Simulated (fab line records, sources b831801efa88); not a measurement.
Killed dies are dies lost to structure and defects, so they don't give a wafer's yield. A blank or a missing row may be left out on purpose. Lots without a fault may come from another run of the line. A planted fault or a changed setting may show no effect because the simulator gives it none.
fab line records | flow sky130
record lots=12 wafers=36 last_day=50
route steps=708 shown VT_ADJUST_HVTP@92 SONOS_ONO@182 LDD_HVP@286 POLY_CUT@318
lots that met no fault: from a run of the same line without faults
start_h: hours from the record's first day to the start of the lot's first wafer shown | wait_h: hours since the lot's step before | " the same as in the row above | L1.1+2: a row that stands for several wafers | - no value, or no start given | * or withheld: withheld | < > ~ a bound
route shown NAME@n: a module of which the file shows steps, and the number in the route of the first | usual: mean/standard deviation of fault-free wafers | same: alike in all rows | chamber/n: place in a boat | sites: the reading at each site | _std_site: their standard deviation | _edge_site: outer sites' mean less inner sites' | radius_mm: how far each site lies from the wafer's centre | mask NAME#n: copy n | behind: the tool/chamber that last shaped the wafer | hold: why the lot was held/for how many hours/how that ended | device: the transistor (n, p or np) that didn't switch | end of line: the same wafers' tests at the end of the route | a step without rows: its recipe alone | killed: dies lost to structure and defects at the first sort, not the wafer's yield | map: a wafer's dies, x killed, . not, _ none there
set.NAME: the setting as run; set.NAME@STEP: as run at that earlier step | model.NAME: the simulator's own value behind a step, which no gauge read
steps of the route over a sample of lots; a table a step, a row a wafer
services: from which hour (start_h, from the record's first day; less than 0 if before it) a tool's chamber was out of use, for how many hours, and why
## steps
# step SKY_VT_ADJUST_HVTP_CD_MEAS_07
# recipe target_cd_nm=380
# usual cd_nm=379.8/2.3
# columns lot.wafer tool chamber start_h wait_h cd_nm
L282.1 cd_sem-01 - 124.62 0.1 380.2
L282.2 " - " " 382.0
L282.4 " - " " 381.4
L284.1 cd_sem-01 - 140.72 0.1 382.8
L284.4 " - " " 384.2
L284.6 " - " " 382.9
L285.2 cd_sem-01 - 148.01 0.1 377.3
L285.3 " - " " 376.6
L285.6 " - " " 376.6
L286.1 cd_sem-01 - 157.02 0.1 376.6
L286.2 " - " " 376.9
L286.6 " - " " 378.0
L288.1 cd_sem-01 - 168.19 0.1 379.1
L288.2 " - " " 379.8
L288.5 " - " " 381.7
L290.2 cd_sem-02 - 176.72 0.1 378.6
L290.3 " - " " 377.6
L290.5 " - " " 377.0
L291.1 cd_sem-01 - 184.97 0.1 379.9
L291.4 " - " " 379.8
L291.6 " - " " 378.7
L299.1 cd_sem-01 - 233.40 0.1 379.6
L299.3 " - " " 381.8
L299.4 " - " " 381.7
L300.1 cd_sem-02 - 242.77 0.1 378.4
L300.3 " - " " 378.8
L300.6 " - " " 380.2
L301.1 cd_sem-02 - 247.45 0.1 376.6
L301.3 " - " " 376.3
L301.6 " - " " 376.9
L303.1 cd_sem-02 - 261.69 0.1 382.4
L303.2 " - " " 382.9
L303.3 " - " " 382.2
L304.2 cd_sem-01 - 267.56 0.1 381.1
L304.4 " - " " 378.7
L304.6 " - " " 380.5
# step SKY_SONOS_ONO_OVL_MEAS_14
# usual SONOS_ONO_OVL=0.5/1.2
# columns lot.wafer tool chamber start_h wait_h SONOS_ONO_OVL[nm]
L282.1 overlay-02 - 285.51 0.1 2.9
L282.2 " - " " 0.4
L282.4 " - " " 2.9
L284.1 overlay-01 - 303.01 0.1 -0.2
L284.4 " - " " 0.1
L284.6 " - " " -3.5
L285.2 overlay-02 - 313.47 0.1 -1.9
L285.3 " - " " 0.1
L285.6 " - " " 0.3
L286.1 overlay-02 - 324.21 0.1 1.8
L286.2 " - " " 1.6
L286.6 " - " " 2.8
L288.1 overlay-02 - 340.61 0.1 -1.3
L288.2 " - " " 0.2
L288.5 " - " " 1.2
L290.2 overlay-01 - 351.57 0.1 -0.4
L290.3 " - " " -1.5
L290.5 " - " " -0.9
L291.1 overlay-01 - 361.06 0.1 2.1
L291.4 " - " " 2.0
L291.6 " - " " 1.2
L299.1 overlay-01 - 429.06 0.1 -0.3
L299.3 " - " " -0.1
L299.4 " - " " 0.5
L300.1 overlay-02 - 442.41 0.1 0.7
L300.3 " - " " 2.4
L300.6 " - " " -0.2
L301.1 overlay-02 - 449.41 0.1 0.9
L301.3 " - " " 1.1
L301.6 " - " " 2.3
L303.1 overlay-01 - 464.77 0.1 0.5
L303.2 " - " " 2.5
L303.3 " - " " 1.1
L304.2 overlay-01 - 472.02 0.1 0.6
L304.4 " - " " 1.6
L304.6 " - " " 0.3
# step SKY_LDD_HVP_IMPLANT_08
# recipe species=B energy_kev=20 dose_cm2=1.7e+13 tilt_deg=17.9
# usual dose_ions_cm2=1.6999e+13/1.7e+10 faraday_current_uA=96.0/1.8
# same implant_ion_amu=11
# columns lot.wafer tool chamber start_h wait_h dose_ions_cm2 faraday_current_uA
L282.1 implanter-02 0 500.33 0.0 1.7017e+13 94.3
L282.2 " 0 " " 1.7001e+13 99.4
L282.4 " 0 " " 1.699e+13 97.4
L284.1 implanter-02 0 521.18 0.0 1.7003e+13 95.8
L284.4 " 0 " " 1.7019e+13 96.5
L284.6 " 0 " " 1.6993e+13 99.3
L285.2 implanter-03 0 532.95 0.0 1.7007e+13 94.8
L285.3 " 0 " " 1.6994e+13 96.1
L285.6 " 0 " " 1.7001e+13 94.5
L286.1 implanter-03 0 547.36 0.0 1.7015e+13 96.5
L286.2 " 0 " " 1.7013e+13 96.5
L286.6 " 0 " " 1.7022e+13 96.1
L288.1 implanter-02 0 564.19 0.0 1.702e+13 95.2
L288.2 " 0 " " 1.7012e+13 94.8
L288.5 " 0 " " 1.6997e+13 97.7
L290.2 implanter-03 0 577.60 0.0 1.7012e+13 99.1
L290.3 " 0 " " 1.7013e+13 97.7
L290.5 " 0 " " 1.7015e+13 96.4
L291.1 implanter-03 0 585.59 0.0 1.6968e+13 92.4
L291.4 " 0 " " 1.6976e+13 94.5
L291.6 " 0 " " 1.6991e+13 95.6
L299.1 implanter-02 0 649.21 0.0 7.1942e+13 404.4
L299.3 " 0 " " 7.1941e+13 409.8
L299.4 " 0 " " 7.1973e+13 402.9
L300.1 implanter-03 0 659.74 0.0 1.7001e+13 97.1
L300.3 " 0 " " 1.6982e+13 95.1
L300.6 " 0 " " 1.6993e+13 92.8
L301.1 implanter-02 0 664.74 0.0 7.1917e+13 401.8
L301.3 " 0 " " 7.194e+13 404.1
L301.6 " 0 " " 7.1914e+13 407.7
L303.1 implanter-03 0 683.13 0.0 1.7006e+13 93.3
L303.2 " 0 " " 1.6967e+13 95.8
L303.3 " 0 " " 1.6968e+13 95.4
L304.2 implanter-01 0 691.80 0.0 1.6989e+13 98.0
L304.4 " 0 " " 1.6994e+13 94.5
L304.6 " 0 " " 1.7005e+13 97.3
# step SKY_LDD_HVP_TW_MEAS_10
# usual LDD_HVP_TW=458.4/2
# columns lot.wafer tool chamber start_h wait_h LDD_HVP_TW
L282.1 film_metro-01 - 500.58 0.1 456.9
L282.2 " - " " 457.3
L282.4 " - " " 456.4
L284.1 film_metro-01 - 521.43 0.1 457.3
L284.4 " - " " 456.9
L284.6 " - " " 456.6
L285.2 film_metro-04 - 533.19 0.1 457.3
L285.3 " - " " 457.4
L285.6 " - " " 455.8
L286.1 film_metro-03 - 547.61 0.1 458.9
L286.2 " - " " 458.0
L286.6 " - " " 454.2
L288.1 film_metro-01 - 564.44 0.1 461.7
L288.2 " - " " 461.6
L288.5 " - " " 460.0
L290.2 film_metro-03 - 577.84 0.1 457.6
L290.3 " - " " 458.5
L290.5 " - " " 460.2
L291.1 film_metro-04 - 585.84 0.1 459.6
L291.4 " - " " 458.3
L291.6 " - " " 461.2
L299.1 film_metro-03 - 649.46 0.1 713.0
L299.3 " - " " 719.0
L299.4 " - " " 716.1
L300.1 film_metro-03 - 659.99 0.1 457.2
L300.3 " - " " 456.8
L300.6 " - " " 458.4
L301.1 film_metro-04 - 664.99 0.1 721.2
L301.3 " - " " 720.0
L301.6 " - " " 722.5
L303.1 film_metro-01 - 683.38 0.1 461.3
L303.2 " - " " 459.4
L303.3 " - " " 460.4
L304.2 film_metro-01 - 692.04 0.1 461.5
L304.4 " - " " 460.5
L304.6 " - " " 460.9
# step SKY_POLY_CUT_ETCH_11
# recipe target=Si3N4 chemistry=CF4/CH2F2/Ar stop_on=poly-Si source_w=600 bias_w=150 pressure_mtorr=40 cf4_flow_sccm=40 ch2f2_flow_sccm=20 Ar_flow_sccm=150 time_s=42.5 target_depth_a=600
# usual bias_w=150.0/0.47 drypump_motor_current_A=6.0/0.39 oes_product_au=0.828/0.0064 throttle_valve_pct=14.994/0.0095
# same time_s=42.5
# columns lot.wafer tool chamber start_h wait_h bias_w drypump_motor_current_A oes_product_au rf_hours_counter_h throttle_valve_pct
L282.1 rie_diel-04 3 561.72 0.0 149.4 6.8 0.829 9 14.992
L282.2 " 0 " " 149.4 6.2 0.832 0 14.988
L282.4 " 2 " " 150.2 6.0 0.834 5 14.991
L284.1 rie_diel-04 0 584.17 0.0 150.1 6.3 0.822 1 14.981
L284.4 " 0 " " 150.0 6.2 0.832 - 15.008
L284.6 " 1 " " 151.3 6.0 0.826 - 14.998
L285.2 rie_diel-03 2 593.89 0.0 150.2 5.7 0.829 13 14.994
L285.3 " 1 " " 149.4 5.7 0.834 7 14.972
L285.6 " 0 " " 149.6 6.0 0.820 - 15.000
L286.1 rie_diel-03 0 609.95 0.0 151.0 6.0 0.827 5 14.989
L286.2 " 1 " " 150.3 5.7 0.831 7 14.991
L286.6 " 0 " " 150.4 5.9 0.836 - 14.999
L288.1 rie_diel-02 2 625.42 0.0 149.8 6.1 0.833 7 14.998
L288.2 " 1 " " 150.4 5.3 0.834 2 15.016
L288.5 " 0 " " 150.5 6.2 0.834 - 14.995
L290.2 rie_diel-04 1 638.10 0.0 150.0 6.0 0.828 8 15.001
L290.3 " 2 " " 150.2 6.0 0.816 5 14.979
L290.5 " 3 " " 149.2 6.8 0.832 - 14.994
L291.1 rie_diel-04 3 645.32 0.0 149.9 6.8 0.834 11 14.988
L291.4 " 0 " " 150.5 6.3 0.824 2 14.999
L291.6 " 0 " " 149.4 6.2 0.830 - 14.992
L299.1 rie_diel-02 0 707.90 0.0 150.9 6.1 0.825 50 15.005
L299.3 " 2 " " 149.9 6.1 0.839 8 14.997
L299.4 " 3 " " 149.8 5.6 0.841 6 14.991
L300.1 rie_diel-02 3 718.67 0.0 150.2 5.6 0.835 6 14.997
L300.3 " 0 " " 149.7 6.1 0.824 50 14.998
L300.6 " 0 " " 149.7 6.1 0.835 - 14.999
L301.1 rie_diel-03 0 724.59 0.0 150.1 6.0 0.821 7 15.014
L301.3 " 1 " " 150.1 5.6 0.823 9 15.004
L301.6 " 3 " " 150.4 5.6 0.827 - 14.990
L303.1 rie_diel-03 1 741.82 0.0 149.5 5.7 0.829 10 14.998
L303.2 " 3 " " 149.6 5.6 0.824 2 14.978
L303.3 " 2 " " 149.9 5.7 0.828 16 14.998
L304.2 rie_diel-04 3 749.47 0.0 149.5 6.7 0.822 14 14.990
L304.4 " 2 " " 149.9 6.0 0.824 9 14.986
L304.6 " 1 " " 148.8 5.9 0.834 - 15.005
## services
# columns tool chamber start_h hours kind
implanter-03 - 485.75 3.5 repair
rie_diel-02 0 543.22 5.3 repair
rie_diel-04 3 544.42 5.6 repair
rie_diel-02 1 547.78 10.6 repair
implanter-01 - 548.85 29.1 pm
rie_diel-04 2 564.48 39.0 repair
rie_diel-04 1 569.58 6.1 repair
rie_diel-04 0 579.21 2.9 repair
implanter-02 - 590.91 0.7 repair
rie_diel-04 1 592.82 2.4 repair
rie_diel-03 - 602.87 2.4 repair
implanter-03 - 615.19 15.5 pm
rie_diel-03 1 629.44 2.6 repair
implanter-03 - 642.74 3.4 repair
implanter-01 - 644.54 2.3 pm
rie_diel-02 - 668.76 28.1 pm
rie_diel-03 - 686.08 1.0 repair
rie_diel-03 3 692.95 2.6 repair
rie_diel-02 - 715.54 2.8 pm
rie_diel-04 1 717.43 4.2 repair
rie_diel-02 - 720.58 1.1 repair
rie_diel-04 - 729.58 0.8 repair
implanter-02 - 732.13 4.8 repair
implanter-02 - 735.41 4.8 repair
## key
first_sign step=SKY_LDD_HVP_IMPLANT_08 reading=dose_ions_cm2 direction=up sigmas=99+ usual=* struck=*
effect step=SKY_LDD_HVP_IMPLANT_08 reading=faraday_current_uA direction=up sigmas=99+ usual=96.0 struck=405.1
effect step=SKY_LDD_HVP_TW_MEAS_10 reading=LDD_HVP_TW direction=up sigmas=99+ usual=458.4 struck=718.6
met_at SKY_LDD_HVP_IMPLANT_08
struck_lots L299,L301
tester_left_out L299,L301
not_acting_at SKY_VT_ADJUST_HVTP_CD_MEAS_07,SKY_SONOS_ONO_OVL_MEAS_14,SKY_POLY_CUT_ETCH_11
onset_between 564.19 649.21
fault kind=process_parameter_drift tool=implanter-02 chamber=- onset_h=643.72 steps=SKY_LDD_HVP_IMPLANT_08 channel=dose_cm2 offset=* shape=step end_h=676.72 acts_in=* stated=*
# tester_left_out: of these lots the tester's yield and bins aren't shown, on N5 and GAA mostly nor the transistor test; their killed dies are dies lost to structure and defects alone, not to doping, threshold or leakage, so they don't give the yield
